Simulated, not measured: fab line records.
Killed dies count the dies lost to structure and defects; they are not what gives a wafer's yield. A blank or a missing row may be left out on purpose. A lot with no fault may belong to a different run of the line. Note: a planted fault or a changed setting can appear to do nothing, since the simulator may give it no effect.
The tool behind it: which one? / flow gf180mcu / 14 lots with 42 wafers sampled at 4 steps, on a route of 602 steps

== WHAT THE GAUGES READ, wafer by wafer ==
GF_M1_RS_MEAS_05: the measuring method here is four-point-probe. Usual: M1_ALCU_RS typically reads 0.0694 ohm/sq, with standard deviation 0.0008.
lot=L942; measured=day 16 01:16; on=film metro-02; M1_ALCU_RS (ohm/sq)=0.0695 0.0693 0.0692; flag=
lot=L945; measured=day 17 07:30; on=film metro-03; M1_ALCU_RS (ohm/sq)=0.0711 0.0707 0.0707; flag=
lot=L946; measured=day 17 16:41; on=film metro-01; M1_ALCU_RS (ohm/sq)=0.0678 0.0679 0.0676; flag=
lot=L952; measured=day 19 19:03; on=film metro-02; M1_ALCU_RS (ohm/sq)=0.0695 0.0690 0.0690; flag=
lot=L953; measured=day 20 03:46; on=film metro-01; M1_ALCU_RS (ohm/sq)=0.0696 0.0687 0.0692; flag=
lot=L955; measured=day 21 07:26; on=film metro-01; M1_ALCU_RS (ohm/sq)=0.0693 0.0702 0.0694; flag=
lot=L956; measured=day 21 10:35; on=film metro-02; M1_ALCU_RS (ohm/sq)=0.0690 0.0692 0.0692; flag=
lot=L958; measured=day 22 06:56; on=film metro-01; M1_ALCU_RS (ohm/sq)=0.0681 0.0685 0.0689; flag=
lot=L959; measured=day 22 12:44; on=film metro-02; M1_ALCU_RS (ohm/sq)=0.0699 0.0696 0.0694; flag=
lot=L960; measured=day 22 18:18; on=film metro-02; M1_ALCU_RS (ohm/sq)=0.0692 0.0700 0.0689; flag=
lot=L962; measured=day 23 09:04; on=film metro-02; M1_ALCU_RS (ohm/sq)=0.0703 0.0693 0.0695; flag=
lot=L963; measured=day 23 18:52; on=film metro-02; M1_ALCU_RS (ohm/sq)=0.0698 0.0695 0.0697; flag=

GF_M1_THK_MEAS_06: measures by xrf. Usual: M1_ALCU_THK typically reads 450 nm, with standard deviation 6.1.
lot=L942; measured=day 16 01:22; on=film metro-02; M1_ALCU_THK (nm)=452 452 453; flag=
lot=L945; measured=day 17 07:35; on=film metro-03; M1_ALCU_THK (nm)=438 440 440; flag=
lot=L946; measured=day 17 16:48; on=film metro-01; M1_ALCU_THK (nm)=453 453 454; flag=
lot=L952; measured=day 19 19:09; on=film metro-02; M1_ALCU_THK (nm)=453 456 456; flag=
lot=L953; measured=day 20 03:52; on=film metro-01; M1_ALCU_THK (nm)=443 449 443; flag=
lot=L955; measured=day 21 07:33; on=film metro-01; M1_ALCU_THK (nm)=446 446 449; flag=
lot=L956; measured=day 21 10:41; on=film metro-02; M1_ALCU_THK (nm)=456 451 456; flag=
lot=L958; measured=day 22 07:04; on=film metro-01; M1_ALCU_THK (nm)=455 455 449; flag=
lot=L959; measured=day 22 12:50; on=film metro-02; M1_ALCU_THK (nm)=451 452 453; flag=
lot=L960; measured=day 22 18:25; on=film metro-02; M1_ALCU_THK (nm)=452 450 454; flag=
lot=L962; measured=day 23 09:11; on=film metro-02; M1_ALCU_THK (nm)=450 456 454; flag=
lot=L963; measured=day 23 18:58; on=film metro-02; M1_ALCU_THK (nm)=450 452 451; flag=

== WHICH TOOL RAN EACH LOT (tool, then ch and the chambers of the sampled wafers, then the start) ==
lot=L942; GF_CONTACT_SPUTTER_23=pvd sputter-02, day 16 00:24; GF_M1_SPUTTER_00=pvd sputter-04, day 16 01:01
lot=L945; GF_CONTACT_SPUTTER_23=pvd sputter-01, day 17 06:36; GF_M1_SPUTTER_00=pvd sputter-02, day 17 07:13
lot=L946; GF_CONTACT_SPUTTER_23=pvd sputter-01, day 17 15:50; GF_M1_SPUTTER_00=pvd sputter-01, day 17 16:27
lot=L947; GF_CONTACT_SPUTTER_23=pvd sputter-02, day 17 22:38; GF_M1_SPUTTER_00=-
lot=L948; GF_CONTACT_SPUTTER_23=pvd sputter-01, day 18 03:44; GF_M1_SPUTTER_00=-
lot=L952; GF_CONTACT_SPUTTER_23=pvd sputter-01, day 19 18:10; GF_M1_SPUTTER_00=pvd sputter-01, day 19 18:47
lot=L953; GF_CONTACT_SPUTTER_23=pvd sputter-01, day 20 02:54; GF_M1_SPUTTER_00=pvd sputter-04, day 20 03:31
lot=L955; GF_CONTACT_SPUTTER_23=pvd sputter-02, day 21 06:35; GF_M1_SPUTTER_00=pvd sputter-02, day 21 07:13
lot=L956; GF_CONTACT_SPUTTER_23=pvd sputter-03, day 21 09:43; GF_M1_SPUTTER_00=pvd sputter-04, day 21 10:20
lot=L958; GF_CONTACT_SPUTTER_23=pvd sputter-01, day 22 06:06; GF_M1_SPUTTER_00=pvd sputter-02, day 22 06:43
lot=L959; GF_CONTACT_SPUTTER_23=pvd sputter-03, day 22 11:52; GF_M1_SPUTTER_00=pvd sputter-04, day 22 12:29
lot=L960; GF_CONTACT_SPUTTER_23=pvd sputter-02, day 22 17:28; GF_M1_SPUTTER_00=pvd sputter-01, day 22 18:05
lot=L962; GF_CONTACT_SPUTTER_23=pvd sputter-01, day 23 08:10; GF_M1_SPUTTER_00=pvd sputter-04, day 23 08:50
lot=L963; GF_CONTACT_SPUTTER_23=pvd sputter-03, day 23 17:50; GF_M1_SPUTTER_00=pvd sputter-04, day 23 18:37
- GF_CONTACT_SPUTTER_23: material TiN, target thk 10 nm, time 40 s.
- GF_M1_SPUTTER_00: material Ti, target thk 37.5 nm, time 150 s.

== AS READ BY THE TOOLS THEMSELVES (means over the sampled wafers that have a number; for cases with no such wafer, the mark the record gives instead) ==
GF_CONTACT_SPUTTER_23. Usual: cathode dc power W 3999.9 W, standard deviation 0.67; chamber pressure pa 4.999 Pa, standard deviation 0.01; throttle valve pct 30.2 %, standard deviation 0.92.
lot=L942; tool=pvd sputter-02; cathode dc power W (W)=3999.5; chamber pressure pa (Pa)=5.002; throttle valve pct (%)=29.9; flag=
lot=L945; tool=pvd sputter-01; cathode dc power W (W)=3999.4; chamber pressure pa (Pa)=5.001; throttle valve pct (%)=30.4; flag=
lot=L946; tool=pvd sputter-01; cathode dc power W (W)=4000.2; chamber pressure pa (Pa)=5.005; throttle valve pct (%)=30.7; flag=
lot=L947; tool=pvd sputter-02; cathode dc power W (W)=-; chamber pressure pa (Pa)=-; throttle valve pct (%)=-; flag=OFF
lot=L948; tool=pvd sputter-01; cathode dc power W (W)=-; chamber pressure pa (Pa)=-; throttle valve pct (%)=-; flag=OFF
lot=L952; tool=pvd sputter-01; cathode dc power W (W)=4000.0; chamber pressure pa (Pa)=5.008; throttle valve pct (%)=30.8; flag=
lot=L953; tool=pvd sputter-01; cathode dc power W (W)=3999.3; chamber pressure pa (Pa)=5.001; throttle valve pct (%)=30.0; flag=
lot=L955; tool=pvd sputter-02; cathode dc power W (W)=3999.5; chamber pressure pa (Pa)=4.996; throttle valve pct (%)=30.7; flag=
lot=L956; tool=pvd sputter-03; cathode dc power W (W)=3999.7; chamber pressure pa (Pa)=5.005; throttle valve pct (%)=30.3; flag=
lot=L958; tool=pvd sputter-01; cathode dc power W (W)=4000.4; chamber pressure pa (Pa)=4.994; throttle valve pct (%)=30.3; flag=
lot=L959; tool=pvd sputter-03; cathode dc power W (W)=3999.9; chamber pressure pa (Pa)=4.990; throttle valve pct (%)=30.1; flag=
lot=L960; tool=pvd sputter-02; cathode dc power W (W)=3999.2; chamber pressure pa (Pa)=5.006; throttle valve pct (%)=29.6; flag=
lot=L962; tool=pvd sputter-01; cathode dc power W (W)=3999.8; chamber pressure pa (Pa)=5.006; throttle valve pct (%)=30.4; flag=
lot=L963; tool=pvd sputter-03; cathode dc power W (W)=3999.9; chamber pressure pa (Pa)=4.998; throttle valve pct (%)=29.8; flag=

GF_M1_SPUTTER_00. Usual: cathode dc power W 4000.1 W, standard deviation 0.78; chamber pressure pa 2.000 Pa, standard deviation 0.0039; throttle valve pct 30.3 %, standard deviation 0.82.
lot=L942; tool=pvd sputter-04; cathode dc power W (W)=4000.6; chamber pressure pa (Pa)=1.999; throttle valve pct (%)=30.5; flag=
lot=L945; tool=pvd sputter-02; cathode dc power W (W)=3999.9; chamber pressure pa (Pa)=2.003; throttle valve pct (%)=30.7; flag=
lot=L946; tool=pvd sputter-01; cathode dc power W (W)=4000.0; chamber pressure pa (Pa)=1.996; throttle valve pct (%)=30.6; flag=
lot=L952; tool=pvd sputter-01; cathode dc power W (W)=3999.8; chamber pressure pa (Pa)=2.002; throttle valve pct (%)=30.5; flag=
lot=L953; tool=pvd sputter-04; cathode dc power W (W)=4000.1; chamber pressure pa (Pa)=2.001; throttle valve pct (%)=29.9; flag=
lot=L955; tool=pvd sputter-02; cathode dc power W (W)=4000.4; chamber pressure pa (Pa)=2.003; throttle valve pct (%)=30.5; flag=
lot=L956; tool=pvd sputter-04; cathode dc power W (W)=4000.1; chamber pressure pa (Pa)=1.999; throttle valve pct (%)=30.7; flag=
lot=L958; tool=pvd sputter-02; cathode dc power W (W)=4000.3; chamber pressure pa (Pa)=1.996; throttle valve pct (%)=29.1; flag=
lot=L959; tool=pvd sputter-04; cathode dc power W (W)=4000.6; chamber pressure pa (Pa)=1.999; throttle valve pct (%)=30.0; flag=
lot=L960; tool=pvd sputter-01; cathode dc power W (W)=3999.7; chamber pressure pa (Pa)=2.006; throttle valve pct (%)=30.2; flag=
lot=L962; tool=pvd sputter-04; cathode dc power W (W)=3999.8; chamber pressure pa (Pa)=1.995; throttle valve pct (%)=31.0; flag=
lot=L963; tool=pvd sputter-04; cathode dc power W (W)=3999.6; chamber pressure pa (Pa)=2.000; throttle valve pct (%)=30.5; flag=

== THE ANSWER, worked out from the rows above alone ==
Rule: take the mean of a lot's wafers that have a number; if it is more than 3 standard deviations from the usual mean, the lot is off. Also off: a lot with no number at a reading for which 4 or more lots have one. Where the step has rows for the other lots, those lots are counted as sound. After the gauges, taken in route order, come the tools' own readings; for these a lot's mean is taken, as printed above. At the first step where some lot is off, the reading lying furthest off is the one used; lots without a number count as furthest.
Off, at GF_CONTACT_SPUTTER_23 on cathode dc power W: L947, L948. Without a number there: L947, L948.
A tool fits if, at that step or a process step before it, it ran every lot that is off, and no sound lot after the first of them. No candidate that was tried fits.

== WHAT HAD BEEN PUT IN BY THE SIMULATOR ==
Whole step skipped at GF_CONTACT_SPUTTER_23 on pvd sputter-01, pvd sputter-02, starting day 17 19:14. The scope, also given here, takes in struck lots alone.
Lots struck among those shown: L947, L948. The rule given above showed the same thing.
